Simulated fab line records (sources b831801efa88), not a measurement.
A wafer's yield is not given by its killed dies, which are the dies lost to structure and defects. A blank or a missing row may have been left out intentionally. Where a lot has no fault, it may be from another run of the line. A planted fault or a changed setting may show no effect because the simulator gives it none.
Struck lot and sound lot, side by side + flow sky130 + 20 steps out of a route of 708
Sound: the wafers L701.1, L701.3, L701.6. Wafers struck: L694.2, L694.4, L694.5. The cause comes at the end.
Per side, at each step with rows, come the tool, then ch with its chambers, and then its first start. Under that, the readings that differ: sound wafers + struck wafers + difference of the means + sigmas: that difference in standard deviations of wafers without a fault.
alike: words and numbers the same on both sides, and readings whose means are apart by under 2 such deviations; not compared: readings that were withheld, readings missing a value for some wafer, numbers with overlapping values and no deviation given by the record, and bounds like >300 which may hide the same value.
The two part at a step that has a row with sigmas, a row that says differs or no value, or rows on one side only. When numbers do not overlap yet have no deviation, they are printed without sigmas and do not part them. Lack of a reading on every wafer of one side parts them only where that side has two or more wafers.

first, 6 steps without rows for these wafers: SKY_VT_ADJUST_PCH_HMDS_01 (prime time 60 s); SKY_VT_ADJUST_PCH_COAT_02 (resist thk 3000 nm); SKY_VT_ADJUST_PCH_SOFTBAKE_03; SKY_VT_ADJUST_PCH_EXPOSE_04 (exposes mask NWM, target cd 840 nm); SKY_VT_ADJUST_PCH_PEB_05; SKY_VT_ADJUST_PCH_DEVELOP_06 (develop time 60 s).
SKY_VT_ADJUST_PCH_OVL_MEAS_07:
  sound: overlay-01 at day 17 07:28; struck: overlay-01 at day 15 00:07
  alike: VT_ADJUST_PCH_OVL
next, for these wafers, 1 step has no rows: SKY_VT_ADJUST_PCH_IMPLANT_08.
SKY_VT_ADJUST_PCH_STRIP_09: strips in O2/N2.
  sound on plasmaAsher-01 ch 0, day 17 07:38; struck on plasmaAsher-03 ch 0, day 15 00:17
  alike: drypumpMotorCurrentA, oesProductAu, stripTimeToEndpointS
  not compared: rfHoursCounterH
SKY_VT_ADJUST_PCH_TW_MEAS_10:
  sound: filmMetro-03 at day 17 07:44; struck: filmMetro-04 at day 15 00:24
| reading          | sound             | struck            | difference | sigmas |
|------------------|-------------------|-------------------|------------|--------|
| VT_ADJUST_PCH_TW | 143.5 143.7 143.9 | 140.5 140.6 140.6 | -3.1       | -2     |
then, 2 steps without rows for these wafers: SKY_SONOS_TUNNEL_DEHYDRATE_00 (time 60 s); SKY_SONOS_TUNNEL_HMDS_01 (prime time 60 s).
SKY_SONOS_TUNNEL_COAT_02: resist thk 1140 nm.
  struck on lithoTrack-04, day 15 13:42; sound on lithoTrack-01 ch 0, day 17 21:57
  no value came back on the struck wafers for chillPlateTempC (C), dispensePressureKPa (kPa); on the sound wafers chillPlateTempC (C) reads 23.18 23.05 22.90
then, 4 steps without rows for these wafers: SKY_SONOS_TUNNEL_SOFTBAKE_03 (time 60 s); SKY_SONOS_TUNNEL_EXPOSE_04 (exposes mask TUNM, target cd 410 nm); SKY_SONOS_TUNNEL_PEB_05; SKY_SONOS_TUNNEL_DEVELOP_06 (develop time 60 s).
SKY_SONOS_TUNNEL_CD_MEAS_07: the cd target is 410 nm.
  sound: cdSem-02 at day 18 13:06; struck: cdSem-02 at day 16 04:22
| reading   | sound             | struck | difference                    | sigmas |
|-----------|-------------------|--------|-------------------------------|--------|
| cdNm (nm) | 408.4 410.0 409.9 | - - -  | no value on the struck wafers |        |
SKY_SONOS_TUNNEL_OVL_MEAS_08:
  sound: overlay-01 at day 18 13:13; struck: overlay-02 at day 16 04:29
| reading               | sound       | struck | difference                    | sigmas |
|-----------------------|-------------|--------|-------------------------------|--------|
| SONOS_TUNNEL_OVL (nm) | 0.7 1.1 0.4 | - - -  | no value on the struck wafers |        |
-- record jumps: 33 days separate the struck wafers' starts on either side; left off in module SONOS_TUNNEL, taken up again in module PAD_OPEN, whose first shown step is the route's number 708 --
SKY_PAD_OPEN_PROBE_99:
  record: rows for the struck wafers here (prober-02, day 49 09:32), none for the sound ones

WHERE THEY PART
First at SKY_VT_ADJUST_PCH_TW_MEAS_10; last, within this record, at SKY_PAD_OPEN_PROBE_99.

WHY: what the simulator had put in
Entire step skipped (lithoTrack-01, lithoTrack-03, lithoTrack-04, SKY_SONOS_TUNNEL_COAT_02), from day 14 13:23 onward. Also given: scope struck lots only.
